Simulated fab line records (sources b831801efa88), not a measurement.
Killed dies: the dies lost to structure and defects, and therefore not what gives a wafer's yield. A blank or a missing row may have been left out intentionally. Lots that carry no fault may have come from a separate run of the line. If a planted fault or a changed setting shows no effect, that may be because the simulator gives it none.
What tool caused it? ; flow gf180mcu ; Sampling: 14 lots, 42 wafers, 4 of 602 route steps

WHAT THE GAUGES READ, wafer by wafer
GF_V2_CD_MEAS_14 targets a cd of 260 nm. Usual: cdNm 259.8 nm, standard deviation 1.3.
lot;measured;on;cdNm (nm);flag
L438;day 19 23:26;cdSem-01;259.4 260.0 259.8;
L439;day 20 14:59;cdSem-01;259.9 257.9 259.9;
L440;day 21 07:47;cdSem-01;260.6 260.7 260.4;
L442;day 21 10:29;cdSem-01;259.7 260.1 258.2;
L444;day 22 22:19;cdSem-02;258.1 258.2 258.5;
L447;day 23 11:12;cdSem-02;260.5 260.0 259.2;
L448;day 24 05:17;cdSem-02;- - -;OFF
L449;day 24 06:44;cdSem-02;- - -;OFF
L450;day 24 14:08;cdSem-01;258.5 259.6 259.2;
L453;day 25 11:55;cdSem-01;260.5 261.8 260.3;
L456;day 26 12:13;cdSem-01;258.9 260.1 260.7;
L457;day 26 16:47;cdSem-01;260.8 261.1 261.5;
L459;day 27 13:16;cdSem-01;258.0 257.6 258.9;
L461;day 28 01:11;cdSem-02;259.3 258.6 258.1;

WHICH TOOL RAN EACH LOT (tool, then ch and the chambers of the sampled wafers, then the start)
lot;GF_V1_CMP_26;GF_M2_SPUTTER_01;GF_V2_EXPOSE_11
L438;cmp-02 ch 0,1, day 17 20:38;pvdSputter-03, day 17 21:02;krfScanner-01 ch 0, day 19 11:46
L439;cmp-01 ch 1,2,3, day 18 13:02;pvdSputter-02, day 18 13:17;krfScanner-01 ch 0, day 20 02:59
L440;cmp-01 ch 1,2,3, day 19 06:05;pvdSputter-03, day 19 06:23;krfScanner-02 ch 0, day 20 20:25
L442;cmp-02 ch 0,1,3, day 19 09:39;pvdSputter-03, day 19 10:00;krfScanner-01 ch 0, day 20 23:04
L444;cmp-01 ch 0,2,3, day 20 21:07;pvdSputter-02, day 20 21:31;krfScanner-02 ch 0, day 22 10:59
L447;cmp-01 ch 1,2, day 21 11:06;pvdSputter-04, day 21 11:30;krfScanner-01 ch 0, day 23 00:08
L448;cmp-02 ch 0,1,2, day 22 05:49;pvdSputter-04, day 22 06:10;krfScanner-02, day 23 18:19
L449;cmp-01 ch 0,2, day 22 07:25;pvdSputter-02, day 22 07:49;krfScanner-01, day 23 19:58
L450;cmp-01 ch 0,1,3, day 22 15:04;pvdSputter-04, day 22 15:28;krfScanner-01 ch 0, day 24 03:02
L453;cmp-02 ch 1,2,3, day 23 13:57;pvdSputter-04, day 23 14:18;krfScanner-02 ch 0, day 25 01:17
L456;cmp-01 ch 2,3, day 24 14:22;pvdSputter-02, day 24 14:46;krfScanner-02 ch 0, day 26 01:26
L457;cmp-01 ch 0,1,3, day 24 19:59;pvdSputter-02, day 24 20:20;krfScanner-01 ch 0, day 26 06:55
L459;cmp-02 ch 1,3, day 25 17:47;pvdSputter-04, day 25 18:08;krfScanner-02 ch 0, day 27 03:07
L461;cmp-01 ch 0,2, day 26 05:43;pvdSputter-03, day 26 06:04;krfScanner-02 ch 0, day 27 14:58
- GF_V1_CMP_26: polishes, stops on SiO2, t overpolish 15 s, target thk 0 nm.
- GF_M2_SPUTTER_01: material TiN, target thk 30 nm, time 25 s.
- GF_V2_EXPOSE_11: exposes mask Via2, target cd 260 nm.

AS READ BY THE TOOLS THEMSELVES (means over the sampled wafers that have a number; for cases with no such wafer, the mark the record gives instead)
GF_V1_CMP_26. Usual: edgeZonePressureFrac 1.000, standard deviation 0.0049; motorCurrentA 11.0 A, standard deviation 1.2; overpolishRunS 15.001 s, standard deviation 0.0082; timeToEndpointS 82 s, standard deviation 4.3.
lot;tool;edgeZonePressureFrac;motorCurrentA (A);overpolishRunS (s);timeToEndpointS (s);flag
L438;cmp-02;1.003;11.0;15.007;84;
L439;cmp-01;1.005;11.0;15.001;83;
L440;cmp-01;0.997;10.8;15.000;81;
L442;cmp-02;1.000;10.4;14.998;85;
L444;cmp-01;0.999;11.6;14.993;76;
L447;cmp-01;0.993;9.8;15.004;81;
L448;cmp-02;1.003;11.3;15.009;85;
L449;cmp-01;0.997;12.0;14.998;74;
L450;cmp-01;1.000;11.4;15.000;84;
L453;cmp-02;1.001;10.9;14.998;84;
L456;cmp-01;0.994;11.7;14.999;80;
L457;cmp-01;0.999;11.0;15.009;80;
L459;cmp-02;0.999;10.3;14.995;83;
L461;cmp-01;1.000;11.7;15.002;80;

GF_M2_SPUTTER_01. Usual: throttleValvePct 30.1 %, standard deviation 0.83.
lot;tool;throttleValvePct (%);flag
L438;pvdSputter-03;29.3;
L439;pvdSputter-02;30.4;
L440;pvdSputter-03;29.1;
L442;pvdSputter-03;29.9;
L444;pvdSputter-02;31.0;
L447;pvdSputter-04;30.0;
L448;pvdSputter-04;30.4;
L449;pvdSputter-02;30.6;
L450;pvdSputter-04;30.0;
L453;pvdSputter-04;29.2;
L456;pvdSputter-02;30.8;
L457;pvdSputter-02;30.6;
L459;pvdSputter-04;29.5;
L461;pvdSputter-03;28.8;

GF_V2_EXPOSE_11. Usual: exposureDoseMJCm2 38.00, standard deviation 0.18; focusOffsetNm 0.0 nm, standard deviation 0.45.
lot;tool;exposureDoseMJCm2;focusOffsetNm (nm);flag
L438;krfScanner-01;38.00;0.0;
L439;krfScanner-01;37.93;-0.2;
L440;krfScanner-02;37.92;0.1;
L442;krfScanner-01;37.95;0.1;
L444;krfScanner-02;37.92;-0.3;
L447;krfScanner-01;37.96;-0.4;
L448;krfScanner-02;-;-;OFF
L449;krfScanner-01;-;-;OFF
L450;krfScanner-01;37.95;-0.1;
L453;krfScanner-02;37.96;-0.2;
L456;krfScanner-02;38.46;-0.4;
L457;krfScanner-01;37.95;0.2;
L459;krfScanner-02;38.49;-0.4;
L461;krfScanner-02;38.48;-0.4;

THE ANSWER, worked out from the rows above alone
Rule: a lot counts as off when the mean over its wafers that have a number is more than 3 standard deviations away from the usual mean. A lot without any number at a reading at which 4 lots or more have one is off too. Any other lot the step has rows for is counted as sound. After the gauges, taken in route order, come the tools' own readings; for these a lot's mean is taken, as printed above. The first step at which some lot is off is used, and at that step the reading that is off furthest; a lot without a number counts as furthest.
Off, at GF_V2_CD_MEAS_14 on cdNm: L448, L449. Without a number there: L448, L449.
If a tool, at a process step before that reading, ran all the lots that are off and no sound lot after the first of them, it fits. Not tried: the gauges at GF_V2_CD_MEAS_14; whatever is off there is also off at GF_V2_EXPOSE_11, on other tools, and gauge error can't account for it. No candidate that was tried fits.

WHAT HAD BEEN PUT IN BY THE SIMULATOR
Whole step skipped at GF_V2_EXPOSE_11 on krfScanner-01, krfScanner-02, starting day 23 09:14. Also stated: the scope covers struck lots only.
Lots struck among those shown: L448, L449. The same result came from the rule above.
